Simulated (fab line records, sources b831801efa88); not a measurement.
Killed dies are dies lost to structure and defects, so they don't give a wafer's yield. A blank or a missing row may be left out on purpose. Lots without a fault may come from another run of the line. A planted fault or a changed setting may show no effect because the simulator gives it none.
A struck lot beside a sound one | flow sky130 | 29 steps out of a route of 708
Sound: wafers L814.3, L814.5, L814.6. Struck: wafers L819.1, L819.6. (L819.3 of the same lot was not struck and is left out.) The cause comes at the end.
At each step with rows: each side's tool, then ch and its chambers, then its first start. Under that, the readings that differ: sound wafers | struck wafers | difference of the means | sigmas: that difference in standard deviations of wafers without a fault.
alike: readings whose means differ by less than 2 such deviations, and words and numbers that are the same on both sides. not compared: withheld readings, readings that some wafer has no value for, bounds like >300 that may hide the same value, and numbers for which the record gives no deviation and whose values overlap.
The two part at a step that has a row with sigmas, a row that says differs or no value, or rows on one side only. Numbers that don't overlap but have no deviation are shown without sigmas and don't part them. A reading that every wafer of one side lacks parts them only if that side has two wafers or more.

first, 8 steps without rows for these wafers: SKY_LOCAL_INTERCONNECT_ETCH_13 (etches BARC in N2/H2, stops on SiO2, time 45.9 s, target depth 60 nm); SKY_LOCAL_INTERCONNECT_METAL_ETCH_14 (etches TiN in Cl2/BCl3, stops on PSG, target depth 110 nm, time 31.4 s); SKY_LOCAL_INTERCONNECT_STRIP_15 (strips in O2/N2); SKY_LOCAL_INTERCONNECT_STRIP_16 (strips in post etch residue remover, time 1200 s); SKY_LOCAL_INTERCONNECT_CLEAN_17 (cleans in IPA, time 180 s); SKY_LOCAL_INTERCONNECT_CLEAN_18 (cleans in O3/DIW); SKY_CONTACT_CVD_00 (deposits Si3N4, target thk 75 nm); SKY_CONTACT_HDPCVD_02 (deposits SiO2, target thk 565 nm, time 94.2 s).
SKY_CONTACT_CMP_04: polishes SiO2.
  sound on cmp-01 ch 0,1,2, day 31 05:04; struck on cmp-01 ch 2, day 32 22:22
  reading                                     | sound             | struck      | difference | sigmas
  head_pressure_psi (psi)                     | 4.007 4.008 4.007 | 1.559 1.569 | -2.443     | -99 or more
  motor_current_A (A)                         | 13.9 12.4 12.0    | 6.7 6.5     | -6.2       | -6
  time_to_endpoint_s (s)                      | 86 85 81          | 100 103     | +18        | +4
  model.SiO2_of_CONTACT_HDPCVD_02.thk_nm (nm) | 340.3 341.1 341.4 | 446.2 449.4 | +106.9     |
then, 9 steps without rows for these wafers: SKY_CONTACT_DEHYDRATE_06 (time 60 s); SKY_CONTACT_HMDS_07 (prime time 60 s); SKY_CONTACT_COAT_08 (resist thk 60 nm); SKY_CONTACT_COAT_09 (resist thk 450 nm); SKY_CONTACT_SOFTBAKE_10 (time 90 s); SKY_CONTACT_EXPOSE_11 (exposes mask CTM1, target cd 170 nm); SKY_CONTACT_PEB_12; SKY_CONTACT_DEVELOP_13 (develop time 60 s); SKY_CONTACT_ETCH_16 (etches BARC in N2/H2, stops on SiO2, time 45.9 s, target depth 60 nm).
SKY_CONTACT_ETCH_17: etches SiO2 in C4F8/O2/Ar, stops on Si3N4, target depth 340 nm.
  sound on rie_diel-03 ch 0,3, day 32 08:55; struck on rie_diel-02 ch 0,3, day 34 01:38
  reading                             | sound             | struck      | difference | sigmas
  oes_product_au (a.u.)               | 0.893 0.893 0.895 | 1.000 0.998 | +0.105     | +21
  model.etch.depth_nm (nm)            | 340.3 341.1 341.4 | 408.7 406.9 | +66.9      |
  model.CONTACT.feature_depth_nm (nm) | 340.3 341.1 341.4 | 408.7 406.9 | +66.9      |
SKY_CONTACT_ETCH_18: etches Si3N4 in CHF3/O2, stops on TiN, time 39 s, target depth 75 nm.
  sound on rie_diel-03 ch 0,3; struck on rie_diel-02 ch 0,3
  reading                | sound             | struck      | difference | sigmas
  oes_product_au (a.u.)  | 0.837 0.849 0.844 | 0.790 0.730 | -0.083     | -10
  throttle_valve_pct (%) | 8.784 8.801 8.806 | 8.780 8.768 | -0.023     | -3
  alike: drypump_motor_current_A
  not compared: rf_hours_counter_h
then, 6 steps without rows for these wafers: SKY_CONTACT_STRIP_19 (strips in O2/N2); SKY_CONTACT_STRIP_20 (strips in post etch residue remover, time 1200 s); SKY_CONTACT_CLEAN_21 (cleans in IPA, time 180 s); SKY_CONTACT_CLEAN_22 (cleans in O3/DIW); SKY_CONTACT_SPUTTER_23 (material TiN, target thk 20 nm, time 80 s); SKY_CONTACT_CVD_24 (deposits W, target thk 340 nm, time 102.12 s).
SKY_CONTACT_CMP_27: polishes, stops on SiO2, t overpolish 15 s, target thk 0 nm.
  sound on cmp-01 ch 1,2,3, day 32 10:07; struck on cmp-01 ch 0,3, day 34 02:42
  reading                                     | sound             | struck    | difference | sigmas
  model.SiO2_of_CONTACT_HDPCVD_02.thk_nm (nm) | 337.1 337.9 338.2 | 443 446.2 | +107       |
  alike: head_pressure_psi, motor_current_A
then, 1 step without rows for these wafers: SKY_METAL1_SPUTTER_00 (material Ti, target thk 15 nm, time 10 s).
-- the record jumps here: 14 days lie between the struck wafers' starts before and after (it left off in module METAL1 and takes up again in module PAD_OPEN, whose first step shown is number 708 of the route) --
SKY_PAD_OPEN_PROBE_99:
  sound on prober-01, day 46 07:08; struck on prober-01, day 47 17:52
  reading            | sound    | struck  | difference | sigmas
  killed_at_contacts | 29 19 28 | 418 424 | +396       | +68
  killed_dies        | 86 70 85 | 488 492 | +410       | +44
  killed_on_rim      | 14 12 20 | 93 96   | +79        | +21
  alike: killed_at_M0_to_M3, killed_at_M4_up, killed_at_front_end, killed_at_other, killed_open, killed_short

WHERE THEY PART
First at SKY_CONTACT_CMP_04; last, within this record, at SKY_PAD_OPEN_PROBE_99.

WHY: what the simulator had put in
Process parameter drift: cmp-01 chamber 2, from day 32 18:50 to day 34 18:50, at SKY_CONTACT_CMP_04. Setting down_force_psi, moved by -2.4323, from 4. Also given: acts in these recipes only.
